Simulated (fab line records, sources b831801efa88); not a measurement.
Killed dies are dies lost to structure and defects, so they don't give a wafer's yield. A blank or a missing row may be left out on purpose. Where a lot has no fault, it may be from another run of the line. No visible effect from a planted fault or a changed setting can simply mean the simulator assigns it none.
Comparing a struck lot with a sound one ; flow sky130 ; 17 steps out of a route of 708
Sound: wafers L736.1, L736.2, L736.4. Wafers L741.2, L741.4, L741.5 were the ones struck. At the end, the cause is stated.
For every step that has rows: the tool of each side, followed by ch and its chambers, followed by its first start. Under that, the readings that differ: sound wafers ; struck wafers ; difference of the means ; sigmas: that difference in standard deviations of wafers without a fault.
alike: readings with means less than 2 such deviations apart, plus words and numbers identical on both sides. not compared: withheld readings, readings lacking a value on some wafer, bounds such as >300 that could conceal the same value, and numbers that have no deviation in the record and whose values overlap.
A row with sigmas, a row that says differs or no value, or rows on one side alone: a step with any of these is where the two part. Numbers that have no deviation but don't overlap get no sigmas and don't part them. A reading that every wafer of one side lacks parts them only if that side has two wafers or more.

first, 2 steps without rows for these wafers: SKY_LOCAL_INTERCONNECT_PEB_09; SKY_LOCAL_INTERCONNECT_DEVELOP_10 (develop time 60 s).
SKY_LOCAL_INTERCONNECT_CD_MEAS_11: the cd target is 170 nm.
  struck on cdSem-02, day 34 09:36; sound on cdSem-02, day 32 15:53
  alike: cdNm
SKY_LOCAL_INTERCONNECT_OVL_MEAS_12:
  struck on overlay-02, day 34 09:42; sound on overlay-02, day 32 16:00
  alike: LOCAL_INTERCONNECT_OVL
SKY_LOCAL_INTERCONNECT_ETCH_13: etches BARC in N2/H2, stops on SiO2, time 45.9 s, target depth 60 nm.
  sound on rieMetal-02 ch 0,1, day 32 16:02; struck on rieMetal-02 ch 0,1, day 34 09:44
  alike: chamberPressureMTorr, drypumpMotorCurrentA, oesProductAu, throttleValvePct
  not compared: rfHoursCounterH
SKY_LOCAL_INTERCONNECT_METAL_ETCH_14: etches TiN in Cl2/BCl3, stops on PSG, target depth 110 nm, time 31.4 s.
  sound on rieMetal-02 ch 0,1, day 32 16:06; struck on rieMetal-02 ch 0,1, day 34 09:48
  alike: chamberPressureMTorr, drypumpMotorCurrentA, oesProductAu, throttleValvePct
  not compared: rfHoursCounterH
SKY_LOCAL_INTERCONNECT_STRIP_15: strips in O2/N2.
  sound on plasmaAsher-03 ch 0,1, day 32 16:09; struck on plasmaAsher-03 ch 0,1, day 34 09:51
  alike: chamberPressureMTorr, drypumpMotorCurrentA, oesProductAu, stripTimeToEndpointS
  not compared: rfHoursCounterH
then, 3 steps without rows for these wafers: SKY_LOCAL_INTERCONNECT_STRIP_16 (strips in post etch residue remover, time 1200 s); SKY_LOCAL_INTERCONNECT_CLEAN_17 (cleans in IPA, time 180 s); SKY_LOCAL_INTERCONNECT_CLEAN_18 (cleans in O3/DIW).
SKY_CONTACT_CVD_00: deposits Si3N4, target thk 75 nm.
  sound on pecvd-04 ch 0,2, day 32 16:44; struck on pecvd-04 ch 0,1, day 34 10:26
  alike: heaterPowerW
SKY_CONTACT_THK_MEAS_01:
  struck on filmMetro-03, day 34 10:29; sound on filmMetro-02, day 32 16:47
  alike: CONTACT_CVD_00_THK
SKY_CONTACT_HDPCVD_02: deposits SiO2, target thk 565 nm, time 94.2 s.
  sound on hdpcvd-02 ch 0,2, day 32 16:50; struck on hdpcvd-01 ch 0,2, day 34 10:32
reading;sound;struck;difference;sigmas
runLengthS (s);121.6 121.0 121.3;110.2 110.1 110.2;-11.1;-25
model.SiO2_of_CONTACT_HDPCVD_02.thkNm (nm);569.1 565.5 561.3;502.1 498.1 495.5;-66.7;
  alike: pressureMtorr, sih4FlowSccm
SKY_CONTACT_THK_MEAS_03:
  struck on filmMetro-02, day 34 10:50; sound on filmMetro-01, day 32 16:56
reading;sound;struck;difference;sigmas
CONTACT_HDPCVD_THK (nm);569 565 562;502 497 495;-67;-16
  not compared: hold
SKY_CONTACT_CMP_04: polishes SiO2.
  sound on cmp-01 ch 0,2,3, day 32 17:00; struck on cmp-02 ch 0,2,3, day 34 12:43
reading;sound;struck;difference;sigmas
hold;- - -;awaitDispo/1.8h/release awaitDispo/1.8h/release awaitDispo/1.8h/release;no value on the sound wafers;
timeToEndpointS (s);78 83 77;58 55 57;-23;-8
  alike: headPressurePsi, motorCurrentA, platenRpm
SKY_CONTACT_BOW_MEAS_05:
  struck on filmMetro-01, day 34 13:02; sound on filmMetro-02, day 32 17:18
  alike: CONTACT_BOW
-- the record jumps here: 14 days lie between the struck wafers' starts before and after (it left off in module CONTACT and takes up again in module PAD_OPEN, whose first step shown is number 708 of the route) --
SKY_PAD_OPEN_PROBE_99:
  the record has rows for the struck wafers here (prober-02, day 48 17:51) and none for the sound ones

WHERE THEY PART
At SKY_CONTACT_HDPCVD_02 first; at SKY_PAD_OPEN_PROBE_99 last (within this record only).

WHY: what the simulator had put in
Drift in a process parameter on hdpcvd-01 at SKY_CONTACT_HDPCVD_02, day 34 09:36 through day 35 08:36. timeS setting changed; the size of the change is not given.
